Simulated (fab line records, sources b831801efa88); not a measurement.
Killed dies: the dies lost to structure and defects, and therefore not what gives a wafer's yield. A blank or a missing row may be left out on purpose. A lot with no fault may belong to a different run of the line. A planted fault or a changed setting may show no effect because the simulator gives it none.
Which tool did it? + flow gf180mcu + 11 lots with 33 wafers sampled at 4 steps, on a route of 602 steps

== WHAT EACH GAUGE READ, for each wafer ==
GF_V1_BOW_MEAS_05. Usual: V1_BOW gives 83 um (standard deviation 7.9).
| lot  | measured     | on            | V1_BOW (um) | flag |
|------|--------------|---------------|-------------|------|
| L969 | day 17 10:19 | film metro-02 | 83 92 88    |      |
| L970 | day 17 18:29 | film metro-02 | 83 89 92    |      |
| L972 | day 18 13:58 | film metro-01 | 76 88 92    |      |
| L974 | day 19 09:40 | film metro-04 | 68 75 83    |      |
| L976 | day 20 01:40 | film metro-01 | 87 84 85    |      |
| L977 | day 20 09:46 | film metro-02 | 85 80 69    |      |
| L979 | day 21 09:18 | film metro-01 | 92 83 90    |      |
| L980 | day 21 13:28 | film metro-04 | 72 72 75    |      |
| L989 | day 24 17:55 | film metro-01 | 72 73 83    |      |
| L988 | day 24 20:02 | film metro-01 | 79 84 107   |      |
| L991 | day 25 05:16 | film metro-01 | 84 77 81    |      |

== EACH LOT AND THE TOOL THAT RAN IT (in order: tool; ch and the chambers of the sampled wafers; start) ==
| lot  | GF_CONTACT_SPUTTER_23        | GF_M1_SPUTTER_00             | GF_M1_METAL_ETCH_16               |
|------|------------------------------|------------------------------|-----------------------------------|
| L969 | pvd sputter-02, day 16 09:48 | pvd sputter-01, day 16 10:25 | rie metal-04 ch 1, day 17 09:07   |
| L970 | pvd sputter-04, day 16 16:48 | pvd sputter-02, day 16 17:31 | rie metal-04 ch 0,1, day 17 16:46 |
| L972 | pvd sputter-02, day 17 11:53 | pvd sputter-03, day 17 12:31 | rie metal-01 ch 1, day 18 12:40   |
| L974 | pvd sputter-01, day 18 06:50 | pvd sputter-01, day 18 07:44 | rie metal-01 ch 0, day 19 08:22   |
| L976 | pvd sputter-04, day 18 22:44 | pvd sputter-02, day 18 23:21 | rie metal-04 ch 0,1, day 20 00:25 |
| L977 | pvd sputter-04, day 19 07:21 | pvd sputter-02, day 19 07:58 | rie metal-01 ch 0,1, day 20 08:28 |
| L979 | pvd sputter-04, day 20 07:08 | pvd sputter-02, day 20 07:46 | rie metal-04 ch 0,1, day 21 08:04 |
| L980 | pvd sputter-01, day 20 11:26 | pvd sputter-02, day 20 12:06 | rie metal-01 ch 0,1, day 21 12:07 |
| L989 | pvd sputter-04, day 23 17:30 | pvd sputter-01, day 23 18:07 | rie metal-04 ch 0,1, day 24 16:43 |
| L988 | pvd sputter-02, day 23 19:53 | pvd sputter-01, day 23 20:31 | rie metal-02 ch 1, day 24 18:43   |
| L991 | pvd sputter-01, day 24 05:03 | pvd sputter-02, day 24 05:40 | rie metal-04 ch 0,1, day 25 04:04 |
- GF_CONTACT_SPUTTER_23: material TiN, target thk 10 nm, time 40 s.
- GF_M1_SPUTTER_00: material Ti, target thk 37.5 nm, time 150 s.
- GF_M1_METAL_ETCH_16: etches the open film in Cl2/BCl3, stops on SiO2, target depth 627.5 nm, time 104.6 s.

== AS READ BY THE TOOLS THEMSELVES (means over the sampled wafers that have a number; for cases with no such wafer, the mark the record gives instead) ==
GF_CONTACT_SPUTTER_23. Usual: throttle valve pct reads 30.0 % (standard deviation 1.5).
| lot  | tool           | throttle valve pct (%) | flag |
|------|----------------|------------------------|------|
| L969 | pvd sputter-02 | 30.8                   |      |
| L970 | pvd sputter-04 | 29.0                   |      |
| L972 | pvd sputter-02 | 31.4                   |      |
| L974 | pvd sputter-01 | 29.7                   |      |
| L976 | pvd sputter-04 | 29.9                   |      |
| L977 | pvd sputter-04 | 30.3                   |      |
| L979 | pvd sputter-04 | 29.7                   |      |
| L980 | pvd sputter-01 | 29.0                   |      |
| L989 | pvd sputter-04 | 29.8                   |      |
| L988 | pvd sputter-02 | 30.5                   |      |
| L991 | pvd sputter-01 | 29.7                   |      |

GF_M1_SPUTTER_00. Usual: substrate temp c 200.03 C, standard deviation 0.16; throttle valve pct 29.9 %, standard deviation 1.5.
| lot  | tool           | substrate temp c (C) | throttle valve pct (%) | flag |
|------|----------------|----------------------|------------------------|------|
| L969 | pvd sputter-01 | 200.06               | 30.5                   |      |
| L970 | pvd sputter-02 | 199.87               | 30.8                   |      |
| L972 | pvd sputter-03 | 200.00               | 30.0                   |      |
| L974 | pvd sputter-01 | 199.98               | 29.4                   |      |
| L976 | pvd sputter-02 | 199.94               | 30.1                   |      |
| L977 | pvd sputter-02 | 200.08               | 31.3                   |      |
| L979 | pvd sputter-02 | 200.10               | 30.5                   |      |
| L980 | pvd sputter-02 | 199.94               | 31.2                   |      |
| L989 | pvd sputter-01 | 200.01               | 29.1                   |      |
| L988 | pvd sputter-01 | 199.82               | 29.4                   |      |
| L991 | pvd sputter-02 | 200.03               | 31.1                   |      |

GF_M1_METAL_ETCH_16. Usual: drypump motor current A 6.0 A, standard deviation 0.4; oes product au 0.972 a.u., standard deviation 0.0063; rf fwd power W 797 W, standard deviation 3; throttle valve pct 28.251 %, standard deviation 0.0094.
| lot  | tool         | drypump motor current A (A) | oes product au (a.u.) | rf fwd power W (W) | throttle valve pct (%) | flag |
|------|--------------|-----------------------------|-----------------------|--------------------|------------------------|------|
| L969 | rie metal-04 | 6.1                         | 0.976                 | 795                | 28.244                 |      |
| L970 | rie metal-04 | 6.2                         | 0.973                 | 795                | 28.253                 |      |
| L972 | rie metal-01 | 5.1                         | 0.964                 | 800                | 28.260                 |      |
| L974 | rie metal-01 | 6.2                         | 0.976                 | 803                | 28.246                 |      |
| L976 | rie metal-04 | 6.2                         | 0.973                 | 794                | 28.252                 |      |
| L977 | rie metal-01 | 5.4                         | 0.969                 | 798                | 28.259                 |      |
| L979 | rie metal-04 | 6.2                         | 0.978                 | 796                | 28.245                 |      |
| L980 | rie metal-01 | 5.4                         | 0.980                 | 795                | 28.237                 |      |
| L989 | rie metal-04 | 6.2                         | 0.969                 | 795                | 28.247                 |      |
| L988 | rie metal-02 | 6.1                         | 0.978                 | 792                | 28.249                 |      |
| L991 | rie metal-04 | 6.2                         | 0.968                 | 798                | 28.264                 |      |

== THE ANSWER, worked out from the rows above alone ==
Rule: a lot is off if the mean of its wafers that have a number lies more than 3 standard deviations from the usual mean. A lot without any number at a reading at which 4 lots or more have one is off too. Where the step has rows for the other lots, those lots are counted as sound. After the gauges, taken in route order, come the tools' own readings; for these a lot's mean is taken, as printed above. The first step at which some lot is off is used, and at that step the reading that is off furthest; a lot without a number counts as furthest.
No lot is off at any reading shown: from this, nothing can be told.

== WHAT THE SIMULATOR HAD PUT IN ==
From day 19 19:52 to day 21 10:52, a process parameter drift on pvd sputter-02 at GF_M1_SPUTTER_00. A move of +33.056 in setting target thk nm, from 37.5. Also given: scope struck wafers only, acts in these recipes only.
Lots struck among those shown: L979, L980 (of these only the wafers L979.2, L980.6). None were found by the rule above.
